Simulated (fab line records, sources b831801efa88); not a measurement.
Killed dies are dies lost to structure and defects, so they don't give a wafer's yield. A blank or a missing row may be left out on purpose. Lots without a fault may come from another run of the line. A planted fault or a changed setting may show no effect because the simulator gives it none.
Chamber matching | flow sky130 | SKY_VIA3_HDPCVD_00 on hdpcvd-01: 3 sister chambers
The step deposits SiO2, target thk 1635 nm, time 272.5 s. 6 wafers are shown with their chamber, then 7 later ones without.

WAFERS WITH THEIR CHAMBER
wafer  | chamber | run_length_s (s) | susceptor_temp_C (C)
L876.1 | 0       | 300.5            | 400.19
L881.2 | 0       | 300.6            | 399.93
L892.5 | 1       | 300.7            | 400.12
L892.6 | 2       | 300.7            | 400.44
L891.3 | 2       | 300.3            | 399.77
L891.4 | 1       | 300.1            | 399.64

WAFERS WITHOUT THEIR CHAMBER
wafer  | run_length_s (s) | susceptor_temp_C (C)
L891.5 | 300.1            | 399.84
L894.1 | 300.7            | 400.19
L894.4 | 300.6            | 400.19
L894.5 | 300.8            | 400.26
L896.3 | 300.3            | 399.94
L896.5 | 301.1            | 400.28
L896.6 | 301.2            | 399.99

WHICH CHAMBER EACH WENT THROUGH
wafer  | from the rows above          | in truth
L891.5 | can't be placed: 1 or 2 or 0 | 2
L894.1 | can't be placed: 0 or 2 or 1 | 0
L894.4 | can't be placed: 0 or 2 or 1 | 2
L894.5 | can't be placed: 0 or 2 or 1 | 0
L896.3 | can't be placed: 1 or 2 or 0 | 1
L896.5 | can't be placed: 0 or 2 or 1 | 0
L896.6 | can't be placed: 0 or 2 or 1 | 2
Placed correctly: 0 of 7. Can't be placed from these rows: 7 (the true chamber is among the candidates in 7). Placed wrongly: 0.
How it was worked out, from the rows above alone: a wafer's distance from a chamber is the root of the sum, over the readings, of the square of ((its reading less the chamber's mean) divided by the reading's scatter). The wafer belongs to the nearest chamber; if the next one is less than 2 further off, it can't be placed. A chamber's mean is the mean of its shown wafers. The scatter: the root of (the sum of the squares of (reading less its chamber's mean) over the shown wafers, divided by (wafers less chambers)).
